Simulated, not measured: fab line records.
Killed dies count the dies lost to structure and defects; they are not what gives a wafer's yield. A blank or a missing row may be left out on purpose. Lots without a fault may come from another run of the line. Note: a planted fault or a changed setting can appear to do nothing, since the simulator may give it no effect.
fab line records	flow sky130
[record] lots = 12	wafers = 36	last_day = 50
route steps=708 shown VIA1@472 PAD_OPEN@708
lots that met no fault: from a run of the same line without faults
start_h: start of the lot's first displayed wafer, in hours after the record's first day	wait_h: hours elapsed since this lot's preceding step	" repeats the value in the row above	L1.1+2: a single row standing in for several wafers	- value missing, or start not given	* or withheld: withheld	< > ~ a bound
route shown NAME@n: NAME is a module with steps in the file, n the number in the route of the first one	usual: mean/standard deviation of fault-free wafers	same: alike in all rows	chamber/n: place in a boat	sites: readings site by site	_std_site: standard deviation across them	_edge_site: mean of outer sites minus mean of inner sites	radius_mm: for every site, how far away it sits from the centre of the wafer	mask NAME#n: copy n	behind: the most recent tool/chamber to have shaped the wafer	hold: what put the lot on hold/how long, in hours/how the hold closed	device: transistor that didn't switch, given as n, p or np	end of line: at the end of the route, the tests of the same wafers	where a step has no rows: the recipe by itself	killed: dies that structure and defects cost at the first sort, which is not the same as the wafer's yield	map: per-die view of a wafer (x killed, . not killed, _ where there is no die)
set.NAME: the run value of the setting; set.NAME@STEP: its run value at that earlier step	model.NAME: the simulator's own value behind a step, which no gauge read
one table for each step of the route and one row for each wafer, over a sample of lots
services: a tool's chamber out of use, with start hour (start_h, from the record's first day; less than 0 if before it), hours out, and reason
[[steps]]
[step SKY_VIA1_ETCH_14]
[recipe] chemistry = N2/H2	target = BARC	ion_energy_ev = 200	source_w = 500	bias_w = 100	pressure_mtorr = 30	n2_flow_sccm = 100	h2_flow_sccm = 200	stop_on = SiO2	time_s = 45.9	target_depth_a = 600
[usual] bias_w = 99.95/0.28	chamber_pressure_mTorr = 30.000/0.024	drypump_motor_current_A = 5.7/0.49	h2_flow_sccm = 200.0/0.59	oes_product_au = 0.854/0.0049	rf_fwd_power_W = 494.8/2.2	throttle_valve_pct = 13.226/0.0093
lot.wafer	tool	chamber	start_h	wait_h	bias_w	chamber_pressure_mTorr	drypump_motor_current_A	h2_flow_sccm	oes_product_au	rf_fwd_power_W	rf_hours_counter_h	throttle_valve_pct
L168.3	rie_diel-01	2	781.73	0.0	99.87	29.989	6.1	198.9	0.850	493.6	1	13.223
L168.4	"	1	"	"	99.85	30.001	5.1	200.3	0.856	492.6	6	13.224
L168.5	"	2	"	"	100.35	29.989	6.1	199.4	0.852	492.0	-	13.219
L169.1	rie_diel-01	1	795.69	0.0	99.81	30.019	5.2	200.0	0.863	494.5	7	13.235
L169.4	"	0	"	"	100.36	30.019	5.4	199.9	0.856	494.0	-	13.235
L169.6	"	2	"	"	100.06	30.030	6.1	199.9	0.858	494.7	-	13.222
L171.1	rie_diel-04	2	816.18	0.0	100.13	29.991	5.7	200.5	0.851	491.4	19	13.219
L171.3	"	0	"	"	99.95	30.014	6.1	199.2	0.854	491.5	23	13.217
L171.6	"	2	"	"	99.45	30.005	5.7	200.1	0.850	492.0	-	13.235
L172.3	rie_diel-03	2	826.13	0.0	99.94	30.008	5.4	199.5	0.860	493.4	9	13.234
L172.4	"	0	"	"	100.04	29.973	6.6	199.6	0.858	498.8	11	13.234
L172.6	"	0	"	"	100.29	30.011	6.6	200.8	0.866	498.6	-	13.211
L175.3	rie_diel-03	0	852.39	0.0	99.95	30.027	6.6	200.4	0.853	497.8	12	13.223
L175.4	"	3	"	"	99.92	29.997	5.5	199.5	0.856	495.5	4	13.215
L175.5	"	3	"	"	99.97	30.030	5.5	199.4	0.853	497.5	-	13.222
L176.2	rie_diel-03	2	859.19	0.0	99.97	30.035	5.4	200.3	0.846	493.1	10	13.223
L176.4	"	0	"	"	99.88	30.006	6.6	200.2	0.852	497.6	12	13.215
L176.5	"	1	"	"	100.28	29.997	6.4	201.6	0.853	497.0	-	13.217
L177.1	rie_diel-01	3	862.09	0.0	100.14	30.041	5.2	200.4	0.859	497.2	14	13.232
L177.3	"	0	"	"	100.41	29.988	5.3	200.2	0.857	496.8	15	13.225
L177.5	"	3	"	"	99.94	30.053	5.2	199.1	0.857	495.0	-	13.235
L184.3	rie_diel-03	1	911.28	0.0	100.28	30.033	6.4	199.1	0.857	413.0	15	13.220
L184.5	"	3	"	"	100.19	30.001	5.5	199.7	0.854	414.8	-	13.228
L184.6	"	0	"	"	99.77	29.933	6.6	200.7	0.853	414.3	-	13.216
L187.1	rie_diel-03	0	935.30	0.0	100.01	29.965	6.6	200.0	0.850	416.5	14	13.206
L187.4	"	3	"	"	100.23	29.992	5.5	199.8	0.857	414.4	7	13.233
L187.5	"	3	"	"	100.43	30.002	5.5	199.9	0.857	413.9	-	13.232
L189.4	rie_diel-04	3	952.72	0.0	99.67	30.014	5.3	199.0	0.860	496.0	-	13.217
L189.5	"	2	"	"	99.66	30.040	5.7	200.1	0.856	494.6	-	13.216
L189.6	"	1	"	"	99.31	30.006	5.9	201.3	0.846	490.0	-	13.215
L190.3	rie_diel-04	3	954.98	0.0	100.03	29.972	5.3	200.2	0.856	495.3	10	13.233
L190.4	"	3	"	"	100.12	29.991	5.3	199.5	0.843	496.4	-	13.224
L190.5	"	2	"	"	99.87	29.984	5.7	199.7	0.861	496.2	-	13.211
L191.1	rie_diel-04	3	960.85	0.0	99.27	30.029	5.3	199.6	0.845	494.9	10	13.231
L191.2	"	2	"	"	100.21	29.954	5.7	200.4	0.863	494.6	23	13.219
L191.6	"	3	"	"	99.81	30.042	5.3	200.0	0.852	495.1	-	13.229
[step SKY_VIA1_STRIP_16]
[recipe] chemistry = O2/N2	power_w = 1400	pressure_mtorr = 1500	platen_temp_c = withheld	o2_flow_sccm = 3000	n2_flow_sccm = 300	overash_fraction = 0.5
[usual] chamber_pressure_mTorr = 1499.9/1.4	drypump_motor_current_A = 6.0/0.46	oes_product_au = 0.415/0.0046	strip_time_to_endpoint_s = 4.450/0.019
lot.wafer	tool	chamber	start_h	wait_h	chamber_pressure_mTorr	drypump_motor_current_A	oes_product_au	rf_hours_counter_h	strip_time_to_endpoint_s
L168.3	plasma_asher-01	1	781.85	0.1	1501.4	5.9	0.413	-	4.439
L168.4	"	0	"	"	1502.0	6.1	0.415	-	4.461
L168.5	"	1	"	"	1499.5	5.9	0.410	-	4.422
L169.1	plasma_asher-01	0	795.78	0.0	1497.9	6.2	0.411	99	4.461
L169.4	"	1	"	"	1502.1	5.9	0.423	-	4.447
L169.6	"	0	"	"	1499.3	6.2	0.410	-	4.445
L171.1	plasma_asher-01	0	816.27	0.0	1498.1	6.2	0.412	101	4.476
L171.3	"	0	"	"	1501.5	6.2	0.411	-	4.490
L171.6	"	0	"	"	1498.7	6.2	0.417	-	4.484
L172.3	plasma_asher-04	0	826.25	0.1	1498.2	6.1	0.417	-	4.473
L172.4	"	1	"	"	1499.6	6.2	0.413	-	4.440
L172.6	"	1	"	"	1502.6	6.2	0.412	-	4.450
L175.3	plasma_asher-04	0	852.52	0.1	1497.2	6.1	0.422	-	4.457
L175.4	"	1	"	"	1501.0	6.3	0.414	-	4.434
L175.5	"	0	"	"	1498.5	6.1	0.422	-	4.405
L176.2	plasma_asher-02	1	859.28	0.0	1499.0	5.1	0.413	12	4.446
L176.4	"	0	"	"	1501.1	6.4	0.411	-	4.444
L176.5	"	0	"	"	1498.6	6.4	0.421	-	4.462
L177.1	plasma_asher-01	0	862.18	0.0	1500.5	6.2	0.410	106	4.454
L177.3	"	0	"	"	1496.0	6.2	0.409	-	4.457
L177.5	"	0	"	"	1500.3	6.2	0.415	-	4.472
L184.3	plasma_asher-01	1	911.40	0.1	1499.6	5.9	0.408	-	4.499
L184.5	"	0	"	"	1500.5	6.2	0.411	-	4.509
L184.6	"	1	"	"	1499.8	6.0	0.416	-	4.501
L187.1	plasma_asher-02	0	935.38	0.0	1500.3	6.4	0.417	20	4.506
L187.4	"	1	"	"	1500.1	5.0	0.419	-	4.491
L187.5	"	1	"	"	1501.2	5.1	0.411	-	4.494
L189.4	plasma_asher-02	0	952.82	0.0	1497.6	6.4	0.413	-	4.441
L189.5	"	0	"	"	1501.6	6.4	0.415	-	4.468
L189.6	"	1	"	"	1499.1	5.1	0.409	-	4.419
L190.3	plasma_asher-01	0	955.10	0.1	1500.1	6.1	0.410	-	4.450
L190.4	"	1	"	"	1501.2	5.9	0.404	-	4.426
L190.5	"	1	"	"	1497.6	5.9	0.415	-	4.440
L191.1	plasma_asher-02	0	960.93	0.0	1497.2	6.4	0.413	22	4.429
L191.2	"	1	"	"	1501.4	5.1	0.413	22	4.450
L191.6	"	0	"	"	1497.9	6.4	0.421	-	4.453
[step SKY_PAD_OPEN_PROBE_99]
[usual] defect_limited_yield = 82.5/1.7	killed_at_M0_to_M3 = 43/6.7	killed_at_M4_up = 3.2/1.8	killed_at_contacts = 24/4.8	killed_at_front_end = 16/4.2	killed_at_other = 0.3/0.56	killed_dies = 86/8.5	killed_open = 47/6.7	killed_short = 39/6	sort_bin_3_pad_short = 0.9/0.45	sort_bin_5_function = 10.3/1.6	sort_bin_6_memory = 6.3/1	sort_n_pass = 406/8.5	sort_yield_pct = 82.5/1.7
[same] gross_dies = 492	killed_at_back_side = 0	sort_bin_4_leakage[%] = 0	sort_bin_8_speed[%] = 0
lot.wafer	tool	chamber	start_h	wait_h	defect_limited_yield[%]	killed_at_M0_to_M3	killed_at_M4_up	killed_at_contacts	killed_at_front_end	killed_at_other	killed_dies	killed_open	killed_short	sort_bin_3_pad_short[%]	sort_bin_5_function[%]	sort_bin_6_memory[%]	sort_n_pass	sort_yield_pct[%]
L168.3	prober-01	-	1065.82	0.2	81.5	39	7	32	13	0	91	48	43	1.0	11.8	5.7	401	81.5
L168.4	prober-01	-	1065.87	0.2	82.1	45	3	18	22	0	88	51	37	0.6	10.6	6.7	404	82.1
L168.5	prober-01	-	1065.92	0.2	84.3	33	2	32	10	0	77	39	36	1.2	9.3	5.1	415	84.3
L169.1	prober-02	-	1075.77	0.1	83.5	35	0	25	21	0	81	42	39	1.0	9.1	6.3	411	83.5
L169.4	prober-02	-	1075.92	0.2	81.7	38	7	27	18	0	90	45	45	0.8	10.6	6.9	402	81.7
L169.6	prober-02	-	1076.02	0.2	82.9	48	2	17	16	1	84	39	45	1.0	9.8	6.3	408	82.9
L171.1	prober-02	-	1090.83	0.1	84.1	35	4	19	20	0	78	45	32	0.8	8.9	6.1	414	84.1
L171.3	prober-02	-	1090.93	0.2	83.7	40	5	19	16	0	80	46	34	0.8	10.0	5.5	412	83.7
L171.6	prober-02	-	1091.08	0.2	81.7	50	1	21	18	0	90	55	35	0.6	11.6	6.1	402	81.7
L172.3	prober-01	-	1099.54	0.2	83.9	43	2	14	19	1	79	41	38	0.8	10.8	4.5	413	83.9
L172.4	prober-01	-	1099.59	0.2	82.7	43	2	24	16	0	85	50	35	0.4	10.0	6.9	407	82.7
L172.6	prober-01	-	1099.69	0.2	81.9	50	4	16	18	1	89	46	43	0.8	10.0	7.3	403	81.9
L175.3	prober-02	-	1121.00	0.2	82.1	49	3	16	20	0	88	55	33	1.2	10.2	6.5	404	82.1
L175.4	prober-02	-	1121.05	0.2	84.6	38	1	20	17	0	76	40	36	1.2	8.3	5.9	416	84.6
L175.5	prober-02	-	1121.10	0.2	86.0	36	1	21	11	0	69	33	36	1.4	7.5	5.1	423	86.0
L176.2	prober-01	-	1126.90	0.1	80.9	50	5	30	9	0	94	58	36	0.4	14.6	4.1	398	80.9
L176.4	prober-01	-	1127.00	0.2	83.7	48	3	20	9	0	80	45	35	0.8	7.7	7.7	412	83.7
L176.5	prober-01	-	1127.05	0.2	80.7	41	6	31	17	0	95	54	41	0	12.4	6.9	397	80.7
L177.1	prober-02	-	1127.80	0.1	79.1	63	6	25	9	0	103	62	39	1.2	13.6	6.1	389	79.1
L177.3	prober-02	-	1127.90	0.2	83.9	44	5	15	15	0	79	45	32	2.4	7.3	6.3	413	83.9
L177.5	prober-02	-	1128.00	0.2	80.7	53	2	35	5	0	95	51	44	0.6	10.0	8.7	397	80.7
L184.3	prober-01	-	1163.80	0.2	83.3	45	2	21	14	0	82	48	34	0.6	9.6	6.5	410	83.3
L184.5	prober-01	-	1163.90	0.2	80.3	48	3	29	17	0	97	57	40	0.6	12.2	6.9	395	80.3
L184.6	prober-01	-	1163.95	0.2	85.2	38	2	19	14	0	73	35	38	0.8	7.7	6.3	419	85.2
L187.1	prober-02	-	1178.76	0.1	80.9	45	6	28	15	0	94	53	41	0.2	11.8	7.1	398	80.9
L187.4	prober-02	-	1178.91	0.2	79.3	47	2	30	23	0	102	50	52	1.2	13.0	6.5	390	79.3
L187.5	prober-02	-	1178.96	0.2	80.3	46	1	26	24	0	97	45	52	1.6	11.4	6.7	395	80.3
L189.4	prober-02	-	1193.07	0.2	83.9	42	4	14	18	1	79	43	36	0.8	9.6	5.7	413	83.9
L189.5	prober-02	-	1193.12	0.2	81.5	46	6	29	10	0	91	59	32	0.4	11.8	6.3	401	81.5
L189.6	prober-02	-	1193.17	0.2	83.7	47	1	20	12	0	80	37	43	1.0	8.3	6.9	412	83.7
L190.3	prober-01	-	1193.96	0.2	82.3	50	3	25	9	0	87	41	46	1.0	10.4	6.3	405	82.3
L190.4	prober-01	-	1194.01	0.2	83.5	46	3	19	13	0	81	33	48	1.4	8.1	6.9	411	83.5
L190.5	prober-01	-	1194.06	0.2	84.3	35	4	28	10	0	77	49	28	1.0	7.7	6.9	415	84.3
L191.1	prober-02	-	1197.83	0.1	81.1	41	1	31	20	0	93	46	47	1.4	11.2	6.3	399	81.1
L191.2	prober-02	-	1197.88	0.1	82.9	44	2	23	15	0	84	44	39	1.0	10.0	6.1	408	82.9
L191.6	prober-02	-	1198.08	0.2	83.5	46	3	21	10	1	81	47	33	0.8	9.8	5.9	411	83.5
// killed by level:class
L168.3 VIA1:geometric_particle:open=12 CONTACT:geometric_particle:open=10 CONTACT:geometric_particle:short=7 VIA3:geometric_particle:open=7 FIELD_ISO:geometric_particle:short=6 LI_CONTACT:geometric_particle:short=6 LI_CONTACT:geometric_particle:open=6 METAL2:geometric_particle:short=4
L168.4 CONTACT:geometric_particle:open=9 VIA3:geometric_particle:open=9 VIA2:geometric_particle:open=9 VIA1:geometric_particle:open=8 FIELD_ISO:geometric_particle:short=5 SPACER:geometric_particle:short=4 LI_CONTACT:geometric_particle:open=4 VIA1:geometric_particle:short=4
L168.5 LI_CONTACT:geometric_particle:open=13 CONTACT:geometric_particle:open=7 LOCAL_INTERCONNECT:geometric_particle:short=7 VIA3:geometric_particle:open=6 VIA3:geometric_particle:short=6 METAL1:geometric_particle:short=5 VIA1:geometric_particle:open=5 CONTACT:geometric_particle:short=4
L169.1 FIELD_ISO:geometric_particle:open=10 VIA1:geometric_particle:open=9 CONTACT:geometric_particle:short=8 METAL2:geometric_particle:short=8 LI_CONTACT:geometric_particle:open=6 LOCAL_INTERCONNECT:geometric_particle:short=5 FIELD_ISO:geometric_particle:short=4 VIA3:geometric_particle:open=4
L169.4 CONTACT:geometric_particle:open=10 LI_CONTACT:geometric_particle:open=8 VIA1:geometric_particle:open=8 POLY_GATE:geometric_particle:short=7 VIA2:geometric_particle:open=5 LOCAL_INTERCONNECT:geometric_particle:short=5 METAL1:geometric_particle:short=5 METAL2:geometric_particle:short=5
L169.6 VIA2:geometric_particle:open=9 VIA1:geometric_particle:open=8 VIA3:geometric_particle:short=7 CONTACT:geometric_particle:short=6 VIA3:geometric_particle:open=6 POLY_GATE:geometric_particle:short=5 LI_CONTACT:geometric_particle:open=5 METAL1:geometric_particle:short=5
L171.1 CONTACT:geometric_particle:open=10 FIELD_ISO:geometric_particle:short=8 VIA3:geometric_particle:open=8 VIA2:geometric_particle:open=7 VIA1:geometric_particle:open=6 METAL1:geometric_particle:short=5 FIELD_ISO:geometric_particle:open=4 LOCAL_INTERCONNECT:geometric_particle:short=4
L171.3 VIA1:geometric_particle:open=10 VIA3:geometric_particle:open=9 FIELD_ISO:geometric_particle:short=7 LI_CONTACT:geometric_particle:open=7 CONTACT:geometric_particle:open=6 METAL2:geometric_particle:short=6 CONTACT:geometric_particle:short=5 POLY_GATE:geometric_particle:open=5
L171.6 VIA1:geometric_particle:open=10 VIA3:geometric_particle:open=10 CONTACT:geometric_particle:open=8 VIA2:geometric_particle:open=8 LI_CONTACT:geometric_particle:open=5 VIA2:geometric_particle:short=5 FIELD_ISO:geometric_particle:short=4 POLY_GATE:geometric_particle:short=4
L172.3 VIA1:geometric_particle:open=12 FIELD_ISO:geometric_particle:short=6 VIA1:geometric_particle:short=6 FIELD_ISO:geometric_particle:open=5 CONTACT:geometric_particle:open=5 METAL3:geometric_particle:short=5 VIA3:geometric_particle:short=4 VIA2:geometric_particle:open=4
L172.4 LI_CONTACT:geometric_particle:open=12 VIA1:geometric_particle:open=10 CONTACT:geometric_particle:open=9 METAL2:geometric_particle:short=5 METAL1:geometric_particle:short=5 VIA3:geometric_particle:open=5 VIA1:geometric_particle:short=5 FIELD_ISO:geometric_particle:short=4
L172.6 VIA1:geometric_particle:open=13 METAL1:geometric_particle:short=9 FIELD_ISO:geometric_particle:short=7 CONTACT:geometric_particle:open=6 METAL2:geometric_particle:short=6 VIA2:geometric_particle:open=6 METAL2:geometric_particle:open=4 LI_CONTACT:geometric_particle:open=3
L175.3 VIA1:geometric_particle:open=12 VIA3:geometric_particle:open=10 LI_CONTACT:geometric_particle:open=7 VIA3:geometric_particle:short=7 CONTACT:geometric_particle:open=6 POLY_GATE:geometric_particle:open=5 VIA1:geometric_particle:short=5 FIELD_ISO:geometric_particle:short=4
L175.4 VIA1:geometric_particle:open=9 METAL2:geometric_particle:short=9 POLY_GATE:geometric_particle:open=7 CONTACT:geometric_particle:open=6 FIELD_ISO:geometric_particle:short=5 VIA2:geometric_particle:open=5 LI_CONTACT:geometric_particle:open=5 CONTACT:geometric_particle:short=5
L175.5 VIA1:geometric_particle:short=10 VIA1:geometric_particle:open=7 LI_CONTACT:geometric_particle:open=6 CONTACT:geometric_particle:open=6 FIELD_ISO:geometric_particle:short=5 LOCAL_INTERCONNECT:geometric_particle:short=5 VIA2:geometric_particle:open=5 METAL2:geometric_particle:short=4
L176.2 VIA1:geometric_particle:open=14 VIA2:geometric_particle:open=10 LI_CONTACT:geometric_particle:open=9 CONTACT:geometric_particle:open=8 VIA1:geometric_particle:short=7 VIA3:geometric_particle:open=5 LOCAL_INTERCONNECT:geometric_particle:short=4 CONTACT:geometric_particle:short=4
L176.4 VIA1:geometric_particle:open=11 VIA1:geometric_particle:short=8 LOCAL_INTERCONNECT:geometric_particle:short=6 CONTACT:geometric_particle:open=6 METAL2:geometric_particle:short=6 LI_CONTACT:geometric_particle:open=5 VIA3:geometric_particle:open=5 FIELD_ISO:geometric_particle:short=4
L176.5 LI_CONTACT:geometric_particle:open=15 VIA1:geometric_particle:open=8 VIA3:geometric_particle:open=8 CONTACT:geometric_particle:open=7 METAL1:geometric_particle:short=6 FIELD_ISO:geometric_particle:open=5 FIELD_ISO:geometric_particle:short=5 METAL4:geometric_particle:short=5
L177.1 VIA3:geometric_particle:open=17 CONTACT:geometric_particle:open=11 VIA1:geometric_particle:open=9 LI_CONTACT:geometric_particle:open=8 VIA2:geometric_particle:short=7 VIA3:geometric_particle:short=6 VIA2:geometric_particle:open=6 VIA1:geometric_particle:short=5
L177.3 VIA2:geometric_particle:open=8 VIA1:geometric_particle:open=8 LI_CONTACT:geometric_particle:open=6 FIELD_ISO:geometric_particle:open=5 METAL3:geometric_particle:short=5 CONTACT:geometric_particle:open=5 VIA3:geometric_particle:open=4 METAL1:geometric_particle:short=4
L177.5 CONTACT:geometric_particle:open=14 VIA1:geometric_particle:open=13 LI_CONTACT:geometric_particle:open=9 METAL2:geometric_particle:short=8 CONTACT:geometric_particle:short=7 VIA1:geometric_particle:short=6 VIA3:geometric_particle:open=5 VIA2:geometric_particle:short=5
L184.3 VIA1:geometric_particle:open=10 CONTACT:geometric_particle:open=7 VIA1:geometric_particle:short=7 VIA2:geometric_particle:open=7 LI_CONTACT:geometric_particle:open=6 VIA2:geometric_particle:short=5 VIA3:geometric_particle:open=5 FIELD_ISO:geometric_particle:open=4
L184.5 CONTACT:geometric_particle:open=14 VIA1:geometric_particle:open=13 VIA2:geometric_particle:open=8 CONTACT:geometric_particle:short=6 VIA3:geometric_particle:open=6 FIELD_ISO:geometric_particle:short=5 POLY_GATE:geometric_particle:open=4 LOCAL_INTERCONNECT:geometric_particle:short=4
L184.6 VIA1:geometric_particle:open=9 CONTACT:geometric_particle:short=8 VIA2:geometric_particle:open=6 FIELD_ISO:geometric_particle:open=4 LI_CONTACT:geometric_particle:open=4 CONTACT:geometric_particle:open=4 METAL2:geometric_particle:short=4 VIA2:geometric_particle:short=4
L187.1 VIA1:geometric_particle:open=12 CONTACT:geometric_particle:open=11 VIA3:geometric_particle:open=7 CONTACT:geometric_particle:short=6 METAL1:geometric_particle:short=6 LI_CONTACT:geometric_particle:open=5 VIA2:geometric_particle:open=5 FIELD_ISO:geometric_particle:short=4
L187.4 FIELD_ISO:geometric_particle:open=9 LI_CONTACT:geometric_particle:open=9 CONTACT:geometric_particle:short=8 CONTACT:geometric_particle:open=8 VIA2:geometric_particle:short=8 METAL1:geometric_particle:short=7 VIA3:geometric_particle:open=6 POLY_GATE:geometric_particle:short=6
L187.5 VIA1:geometric_particle:open=10 CONTACT:geometric_particle:short=7 VIA2:geometric_particle:open=7 POLY_GATE:geometric_particle:short=7 METAL1:geometric_particle:short=7 FIELD_ISO:geometric_particle:open=6 CONTACT:geometric_particle:open=6 LI_CONTACT:geometric_particle:open=5
L189.4 VIA1:geometric_particle:open=9 VIA3:geometric_particle:open=9 VIA2:geometric_particle:open=7 FIELD_ISO:geometric_particle:open=6 LI_CONTACT:geometric_particle:open=6 FIELD_ISO:geometric_particle:short=5 METAL1:geometric_particle:short=4 VIA1:geometric_particle:short=4
L189.5 VIA1:geometric_particle:open=18 LI_CONTACT:geometric_particle:open=13 CONTACT:geometric_particle:open=9 VIA3:geometric_particle:open=6 METAL4:geometric_particle:short=6 METAL2:geometric_particle:short=6 VIA1:geometric_particle:short=5 VIA2:geometric_particle:open=5
L189.6 VIA1:geometric_particle:open=9 LI_CONTACT:geometric_particle:open=7 VIA1:geometric_particle:short=7 VIA2:geometric_particle:open=7 LI_CONTACT:geometric_particle:short=6 METAL1:geometric_particle:short=6 VIA3:geometric_particle:open=6 POLY_GATE:geometric_particle:short=5
L190.3 VIA1:geometric_particle:open=14 METAL1:geometric_particle:short=8 CONTACT:geometric_particle:short=7 CONTACT:geometric_particle:open=6 VIA1:geometric_particle:short=6 METAL2:geometric_particle:short=5 VIA2:geometric_particle:open=5 LI_CONTACT:geometric_particle:short=4
L190.4 METAL1:geometric_particle:short=11 LI_CONTACT:geometric_particle:open=6 LOCAL_INTERCONNECT:geometric_particle:short=6 VIA1:geometric_particle:open=5 METAL2:geometric_particle:short=5 VIA3:geometric_particle:open=5 FIELD_ISO:geometric_particle:short=4 POLY_GATE:geometric_particle:short=4
L190.5 VIA1:geometric_particle:open=15 CONTACT:geometric_particle:open=11 LI_CONTACT:geometric_particle:open=8 VIA1:geometric_particle:short=5 VIA3:geometric_particle:open=4 CONTACT:geometric_particle:short=3 LI_CONTACT:geometric_particle:short=3 METAL1:geometric_particle:short=3
L191.1 CONTACT:geometric_particle:open=11 POLY_GATE:geometric_particle:short=9 VIA1:geometric_particle:open=7 LI_CONTACT:geometric_particle:short=6 CONTACT:geometric_particle:short=6 VIA3:geometric_particle:open=6 METAL1:geometric_particle:short=5 LI_CONTACT:geometric_particle:open=4
L191.2 METAL1:geometric_particle:short=8 VIA1:geometric_particle:open=7 VIA3:geometric_particle:open=7 FIELD_ISO:geometric_particle:open=6 POLY_GATE:geometric_particle:open=6 CONTACT:geometric_particle:open=6 VIA1:geometric_particle:short=6 LI_CONTACT:geometric_particle:open=4
L191.6 VIA1:geometric_particle:open=11 CONTACT:geometric_particle:open=10 VIA2:geometric_particle:open=9 VIA3:geometric_particle:open=7 METAL1:geometric_particle:short=6 METAL2:geometric_particle:short=5 POLY_GATE:geometric_particle:short=4 LI_CONTACT:geometric_particle:open=3
[[services]]
tool	chamber	start_h	hours	kind
rie_diel-01	3	760.77	5.7	repair
plasma_asher-02	-	770.56	0.5	repair
rie_diel-04	2	771.32	3.8	repair
plasma_asher-04	-	775.66	28.1	pm
rie_diel-01	3	788.17	11.7	repair
rie_diel-03	2	793.93	12.4	repair
plasma_asher-04	-	803.76	15.6	pm
plasma_asher-02	-	841.07	5.9	repair
rie_diel-03	1	892.70	13.3	repair
rie_diel-04	-	910.08	2.8	pm
rie_diel-03	3	913.71	4.5	repair
rie_diel-01	1	932.90	3.6	repair
plasma_asher-02	-	946.07	0.6	repair
rie_diel-04	0	946.98	-	clean
rie_diel-04	0	946.98	-	consumable_replace:showerhead
rie_diel-04	0	946.98	21.3	scheduled_down
rie_diel-04	0	946.98	21.3	vent_cycle
rie_diel-01	0	960.96	5.5	repair
[[key]]
[first_sign] step = SKY_VIA1_ETCH_14	reading = rf_fwd_power_W	direction = down	sigmas = 37	usual = 494.8	struck = 414.5
[effect] step = SKY_VIA1_STRIP_16	reading = strip_time_to_endpoint_s	direction = up	sigmas = 2.6	usual = *	struck = *
met_at SKY_VIA1_ETCH_14
struck_lots L184,L187
onset_between 859.19 911.28
[fault] kind = process_parameter_drift	tool = rie_diel-03	chamber = -	onset_h = 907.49	steps = SKY_VIA1_ETCH_14	channel = source_w	offset = -80	shape = step	end_h = 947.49	acts_in = these_recipes_only	stated = 500
